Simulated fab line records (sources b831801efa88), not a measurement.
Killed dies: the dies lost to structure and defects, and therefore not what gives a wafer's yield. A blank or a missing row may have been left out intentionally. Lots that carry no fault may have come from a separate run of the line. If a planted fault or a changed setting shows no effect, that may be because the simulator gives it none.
A single fault, viewed from 2 desks || flow sky130 || each desk holds nothing but its own numbers, with what lay behind them at the end

== METROLOGY DESK ==
Means of the sampled wafers that have a number, per lot and without regard to the tool the lot ran on: this is what the gauges read. If a lot's mean is further than 4 standard deviations from the usual mean, the lot is out of limits and carries the mark OUT (the distance appears in the brackets).
Columns: A = cdNm at SKY_VIA1_CD_MEAS_12, usual 149.5 nm; B = VIA3_OVL at SKY_VIA3_OVL_MEAS_13, usual -2 nm; C = VIA4_W_RS at SKY_VIA4_RS_MEAS_19, usual 0.2255 ohm/sq
{"lot": "L383", "first seen here": "day 33 20:25", "A": 148.9, "B": -2, "C": 0.2285}
{"lot": "L385", "first seen here": "day 34 18:59", "A": 149.8, "B": 1, "C": 0.2272}
{"lot": "L387", "first seen here": "day 35 16:17", "A": 150.0, "B": -9, "C": 0.2259}
{"lot": "L390", "first seen here": "day 36 02:32", "A": 150.5, "B": -6, "C": 0.2259}
{"lot": "L391", "first seen here": "day 36 10:56", "A": 148.1, "B": -0, "C": 0.2242}
{"lot": "L392", "first seen here": "day 36 16:14", "A": 149.7, "B": -2, "C": 0.2273}
{"lot": "L393", "first seen here": "day 36 22:08", "A": 149.5, "B": 0, "C": 0.2265}
{"lot": "L394", "first seen here": "day 37 10:07", "A": 149.7, "B": -3, "C": 0.2251}
{"lot": "L395", "first seen here": "day 37 14:41", "A": 151.5, "B": -4, "C": 0.2256}
{"lot": "L396", "first seen here": "day 37 20:14", "A": 148.7, "B": 6, "C": 0.2248}
{"lot": "L400", "first seen here": "day 39 23:28", "A": 149.0, "B": -6, "C": 0.2257}
{"lot": "L402", "first seen here": "day 40 06:34", "A": 147.1, "B": -2, "C": 0.2253}
{"lot": "L404", "first seen here": "day 40 08:05", "A": 151.2, "B": -8, "C": 0.2256}
This desk's finding: nothing out of limits on any of the 13 lots.

== DESK OF THE TOOL OWNER: rieDiel-02 ==
The tool's own readings at SKY_METAL4_ETCH_17 (etches SiO2 in C4F8/O2/Ar, stops on TiN, time 3.9 s, target depth 15 nm): means of the sampled wafers that have a number, for each lot that ran on this tool. If a lot's mean is further than 4 standard deviations from the usual mean, the lot is out of limits and carries the mark OUT (the distance appears in the brackets).
Columns: A = oesProductAu at SKY_METAL4_ETCH_17, usual 0.756 a.u.; B = rfFwdPowerW at SKY_METAL4_ETCH_17, usual 1465 W
{"lot": "L391", "first seen here": "day 44 00:34", "A": 0.767, "B": 1464}
{"lot": "L394", "first seen here": "day 44 21:28", "A": 0.753, "B": 1463}
{"lot": "L395", "first seen here": "day 44 23:56", "A": 0.759, "B": 1461}
{"lot": "L396", "first seen here": "day 45 05:00", "A": 0.767, "B": 1464}
{"lot": "L400", "first seen here": "day 46 23:19", "A": 0.756, "B": 1465}
{"lot": "L402", "first seen here": "day 47 07:07", "A": 0.760, "B": 1476}
{"lot": "L404", "first seen here": "day 47 08:55", "A": 0.773, "B": 1467}
This desk's finding: nothing out of limits on any of the 7 lots.

== PUT TOGETHER ==
The metrology desk saw nothing out of limits.
The tool owner's desk saw nothing out of limits.

== WHAT THE SIMULATOR HAD PUT IN ==
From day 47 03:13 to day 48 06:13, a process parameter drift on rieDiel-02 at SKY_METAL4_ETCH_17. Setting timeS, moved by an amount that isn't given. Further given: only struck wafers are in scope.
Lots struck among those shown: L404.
